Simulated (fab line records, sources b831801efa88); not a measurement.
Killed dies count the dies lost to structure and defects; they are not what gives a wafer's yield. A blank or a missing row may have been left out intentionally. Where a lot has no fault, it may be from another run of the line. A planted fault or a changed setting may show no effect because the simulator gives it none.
8D (eight disciplines) problem report, filled in by code :: flow gf180mcu :: the parts of the form that need people (team, actions taken, sign-off) are left out

== 1. THE ISSUE ==
Wafers with no fault read 85.70 W with a standard deviation of 0.086, whereas heaterPowerTotalW at GF_V5_PEB_12 reads a mean of 90.77 W on 1 wafer of 1 lot. That puts it +59 standard deviations away from the usual mean.
The step: peb time 90 s.
First seen on wafer L427.4, day 31 02:07, on lithoTrack-01. The record has a number at this step for 36 wafers belonging to 12 lots. Rule for "out", or "out of limits": more than 4 standard deviations from the usual mean. Any other wafer with a number is counted as sound.

== 2. WHAT IT IS; WHAT IT IS NOT ==
question: which readings at this step
is: heaterPowerTotalW
is not: -

question: which lots
is: L427
is not: L413, L416, L417, L418, L419, L420, L426, L429, L431, L432, L434

question: which wafers of those lots
is: L427.4
is not: L427.2, L427.3

question: read on which tools
is: lithoTrack-01
is not: lithoTrack-03, lithoTrack-04

question: when
is: from day 31 02:07
is not: up to then (23 sound wafers); but 12 sound wafers of L429, L431, L432, L434 came after

== 3. THE SUSPECTS, EACH WITH WHAT RULES IT OUT ==
Counting: a tool at a process step up to the reading stays a suspect if it ran every lot that is out. Sound lots after the first of them don't rule it out here, since some wafers of a struck lot are sound.
- rieDiel-04 at GF_M5_ETCH_09 (etches Si3N4 in CF4/O2, target depth 52 nm, time 11.6 s): kept. L427, the lot that is out, went through it at day 30 06:58; up to then, the latest sound lot through it was L420 at day 28 10:20.
- cmp-01 at GF_V5_CMP_04 (polishes SiO2): kept. L427, the lot that is out, went through it at day 30 08:02; up to then, the latest sound lot through it was L420 at day 28 12:25.
- lithoTrack-01 at GF_V5_PEB_12 (peb time 90 s): kept. L427, the lot that is out, went through it at day 31 02:07; up to then, the latest sound lot through it was L426 at day 31 00:29. Out on those wafers are its own readings of heaterPowerTotalW.
- In rieDiel-04 at GF_M5_ETCH_09, the wafers that are out were processed in chamber 1 and their sound lot-mates in chambers 2, 3.
- In cmp-01 at GF_V5_CMP_04, the wafers that are out were processed in chamber 3 and their sound lot-mates in chambers 0, 2.
Left after counting: rieDiel-04 at GF_M5_ETCH_09, cmp-01 at GF_V5_CMP_04, lithoTrack-01 at GF_V5_PEB_12.

== 4. THE CAUSE (what the simulator had put in) ==
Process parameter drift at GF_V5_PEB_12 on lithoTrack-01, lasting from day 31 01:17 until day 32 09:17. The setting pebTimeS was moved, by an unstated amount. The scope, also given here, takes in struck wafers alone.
Counting leaves 3 suspects; this tool is one of them.

== 5. THE CHAIN OF EFFECTS, in route order ==
Each row: a reading whose mean over the struck wafers that have a number lies more than 3 standard deviations from the usual. Readings are gone through only where the record gives a usual standard deviation; hours: the median, over the lots, of the time from a lot's start at the first step in this table giving one to that lot's start at this step; sigmas: the change measured in usual standard deviations.
hours: 0
step: GF_V5_PEB_12
reading: heaterPowerTotalW
usual: 85.70 W
on struck wafers: 90.77
change: +5.07
sigmas: +59
It contains these process steps:
- GF_V5_PEB_12: peb time 90 s.
Readings that are blank on the struck wafers while sound wafers have them: plateTempC at GF_V5_PEB_12.

== 6. WHAT WOULD HAVE CAUGHT IT SOONER ==
In this record the first reading out of limits was taken at day 31 02:07, 1 hour after the fault began at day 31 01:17.
